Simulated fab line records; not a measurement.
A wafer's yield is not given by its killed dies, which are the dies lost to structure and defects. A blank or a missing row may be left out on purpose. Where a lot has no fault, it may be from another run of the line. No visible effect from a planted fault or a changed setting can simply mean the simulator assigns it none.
Which of the tools did it? / flow sky130 / 7 lots, 21 wafers sampled, at 2 steps of a route of 708

WHAT THE GAUGES READ, wafer by wafer
SKY_LDD_P_CD_MEAS_07: the cd target is 380 nm.
lot=L928; measured=day 19 05:03; on=cd sem-02; cd nm (nm)=378.1 377.0 378.3
lot=L932; measured=day 20 21:08; on=cd sem-01; cd nm (nm)=382.4 382.7 381.3
lot=L935; measured=day 21 21:19; on=cd sem-02; cd nm (nm)=379.7 380.9 379.6
lot=L937; measured=day 22 20:59; on=cd sem-02; cd nm (nm)=378.5 378.1 379.3
lot=L939; measured=day 23 19:25; on=cd sem-02; cd nm (nm)=378.8 379.6 380.9
lot=L943; measured=day 25 01:17; on=cd sem-01; cd nm (nm)=382.9 383.0 382.3

TOOL THAT RAN EACH LOT (tool first, then ch and the chambers of the sampled wafers, then the start)
lot=L928; SKY_SONOS_ONO_EXPOSE_10=iline stepper-01 ch 0, day 12 12:07
lot=L932; SKY_SONOS_ONO_EXPOSE_10=iline stepper-02 ch 0, day 13 19:04
lot=L935; SKY_SONOS_ONO_EXPOSE_10=iline stepper-01 ch 0, day 14 17:39
lot=L937; SKY_SONOS_ONO_EXPOSE_10=iline stepper-01 ch 0, day 15 10:57
lot=L939; SKY_SONOS_ONO_EXPOSE_10=iline stepper-02 ch 0, day 16 10:43
lot=L943; SKY_SONOS_ONO_EXPOSE_10=iline stepper-01 ch 0, day 17 17:08
lot=L950; SKY_SONOS_ONO_EXPOSE_10=iline stepper-01, day 19 17:55
- SKY_SONOS_ONO_EXPOSE_10: exposes mask ONOM, target cd 410 nm.

THE ANSWER, worked out from the rows above alone
Rule: what is usual is taken from the lots themselves. The widest of any qualifying gaps counts: lots, ordered by their means at a reading, are off when they make up no more than a third of the lots, leave a main group of 4 or more, and stand apart from it by 3 or more times the standard deviation of that group's means. If all means in a main group match to the digits the tables above print for the reading, that group is not used. Also off: a lot with no number at a reading for which 4 or more lots have one. All remaining lots with rows at the step are treated as sound.
No lot is off on any of the readings shown, so nothing can be concluded from this.

WHAT THE SIMULATOR PUT IN
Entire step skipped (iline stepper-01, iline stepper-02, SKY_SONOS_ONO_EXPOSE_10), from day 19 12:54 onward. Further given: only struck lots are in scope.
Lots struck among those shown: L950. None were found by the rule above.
